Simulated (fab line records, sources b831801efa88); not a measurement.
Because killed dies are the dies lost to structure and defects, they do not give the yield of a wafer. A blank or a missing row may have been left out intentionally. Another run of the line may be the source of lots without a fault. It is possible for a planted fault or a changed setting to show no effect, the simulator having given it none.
2 desks looking at one fault	flow gf180mcu	what lay behind the numbers comes last; until then each desk has only its own

## AT THE TOOL OWNER'S DESK: pecvd-02
The tool's own readings at GF_V1_CVD_02 (deposits SiO2 from TEOS, target thk 850 nm, time 94.851 s): means of the sampled wafers that have a number, for each lot that ran on this tool. If a lot's mean is further than 4 standard deviations from the usual mean, the lot is out of limits and carries the mark OUT (the distance appears in the brackets).
Columns: A = heater-power-w at GF_V1_CVD_02, usual 657 W
lot	first seen here	A
L514	day 17 22:05	668
L517	day 19 02:43	692
L518	day 19 07:53	774
L527	day 22 13:13	697
This desk's finding: nothing out of limits on any of the 4 lots.

## METROLOGY DESK
Means of the sampled wafers that have a number, per lot and without regard to the tool the lot ran on: this is what the gauges read. If a lot's mean is further than 4 standard deviations from the usual mean, the lot is out of limits and carries the mark OUT (the distance appears in the brackets).
Columns: A = cd-nm at GF_V1_CD_MEAS_14, usual 259.8 nm; B = V1_OVL at GF_V1_OVL_MEAS_15, usual -2 nm; C = M3_ALCU_THK at GF_M3_THK_MEAS_06, usual 459 nm
lot	first seen here	A	B	C
L512	day 18 01:53	259.8	-1	457
L513	day 18 09:13	259.6	3	455
L514	day 18 22:01	260.3	-5	452
L515	day 19 04:43	260.1	-4	460
L517	day 20 03:53	258.1	1	451
L518	day 20 08:43	259.7	-1	454
L522	day 21 23:49	260.8	7	459
L523	day 22 09:23	261.0	-1	468
L527	day 23 12:21	265.7 (+4.9) OUT	-10	458
L531	day 24 20:42	258.8	8	465
L535	day 25 23:53	260.4	-2	455
L534	day 26 03:35	259.7	3	449
This desk's verdict: out of limits on L527, starting with L527 at day 23 12:21 (cd-nm at GF_V1_CD_MEAS_14). In limits: L512, L513, L514, L515, L517, L518, L522, L523, L531, L535, L534.

## ALL TOGETHER
At day 23 12:21 the metrology desk could have sounded an alarm, on L527.
Nothing out of limits was seen by the tool owner's desk.
Tool owner's desk: L527 on record, inside its limits.
Every lot named ran GF_V1_CVD_02 on pecvd-02.

## WHAT THE SIMULATOR HAD PUT IN
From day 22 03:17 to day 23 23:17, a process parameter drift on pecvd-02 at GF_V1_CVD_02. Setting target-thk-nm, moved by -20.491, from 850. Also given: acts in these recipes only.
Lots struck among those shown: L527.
Time in hours between the start of the fault and the first out-of-limits reading at each desk: metrology desk, 33.
